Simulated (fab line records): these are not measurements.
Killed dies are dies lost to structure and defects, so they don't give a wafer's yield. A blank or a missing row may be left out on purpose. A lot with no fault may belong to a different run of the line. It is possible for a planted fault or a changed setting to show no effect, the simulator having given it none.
Matching of chambers || flow sfq_line || cmp-01 running SFQ_TRILAYER_I7_CMP_CMP_184: 4 sister chambers
The step polishes SiO2. 7 wafers are shown with their chamber, then 7 later ones without.

== WAFERS WITH THEIR CHAMBER ==
{"wafer": "L814.4", "chamber": 0, "motor_current_A (A)": 11.1, "time_to_endpoint_s (s)": 193}
{"wafer": "L814.2", "chamber": 2, "motor_current_A (A)": 8.4, "time_to_endpoint_s (s)": 204}
{"wafer": "L814.3", "chamber": 3, "motor_current_A (A)": 10.7, "time_to_endpoint_s (s)": 207}
{"wafer": "L823.3", "chamber": 2, "motor_current_A (A)": 7.9, "time_to_endpoint_s (s)": 208}
{"wafer": "L823.6", "chamber": 1, "motor_current_A (A)": 10.4, "time_to_endpoint_s (s)": 210}
{"wafer": "L824.2", "chamber": 1, "motor_current_A (A)": 10.0, "time_to_endpoint_s (s)": 216}
{"wafer": "L824.4", "chamber": 0, "motor_current_A (A)": 10.6, "time_to_endpoint_s (s)": 221}

== WAFERS WHOSE CHAMBER IS MISSING ==
{"wafer": "L824.5", "motor_current_A (A)": 10.1, "time_to_endpoint_s (s)": 224}
{"wafer": "L826.4", "motor_current_A (A)": 10.9, "time_to_endpoint_s (s)": 217}
{"wafer": "L826.5", "motor_current_A (A)": 10.0, "time_to_endpoint_s (s)": 218}
{"wafer": "L826.6", "motor_current_A (A)": 8.3, "time_to_endpoint_s (s)": 217}
{"wafer": "L832.3", "motor_current_A (A)": 8.0, "time_to_endpoint_s (s)": 209}
{"wafer": "L832.5", "motor_current_A (A)": 10.4, "time_to_endpoint_s (s)": 215}
{"wafer": "L832.6", "motor_current_A (A)": 7.9, "time_to_endpoint_s (s)": 215}

== WHICH CHAMBER EACH ONE RAN IN ==
{"wafer": "L824.5", "from the rows above": "can't be placed: 1 or 3 or 0", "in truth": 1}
{"wafer": "L826.4", "from the rows above": "can't be placed: 0 or 3 or 1", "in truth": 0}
{"wafer": "L826.5", "from the rows above": "can't be placed: 1 or 3 or 0", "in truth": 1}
{"wafer": "L826.6", "from the rows above": 2, "in truth": 2}
{"wafer": "L832.3", "from the rows above": 2, "in truth": 2}
{"wafer": "L832.5", "from the rows above": "can't be placed: 1 or 3 or 0", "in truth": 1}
{"wafer": "L832.6", "from the rows above": 2, "in truth": 2}
Correct placement for 3 of the 7. Not placeable from these rows: 4 (in 4, the candidates include the true chamber). Placed wrongly: 0.
How it was worked out, from the rows above alone: a wafer's distance from a chamber is the root of the sum, over the readings, of the square of ((its reading less the chamber's mean) divided by the reading's scatter). The wafer belongs to the nearest chamber; if the next one is less than 2 further off, it can't be placed. For every chamber, the mean is computed from those of its wafers that are shown. The scatter is the square root of a quotient: the sum, over the shown wafers, of each reading's squared deviation from its chamber's mean, divided by wafers minus chambers.
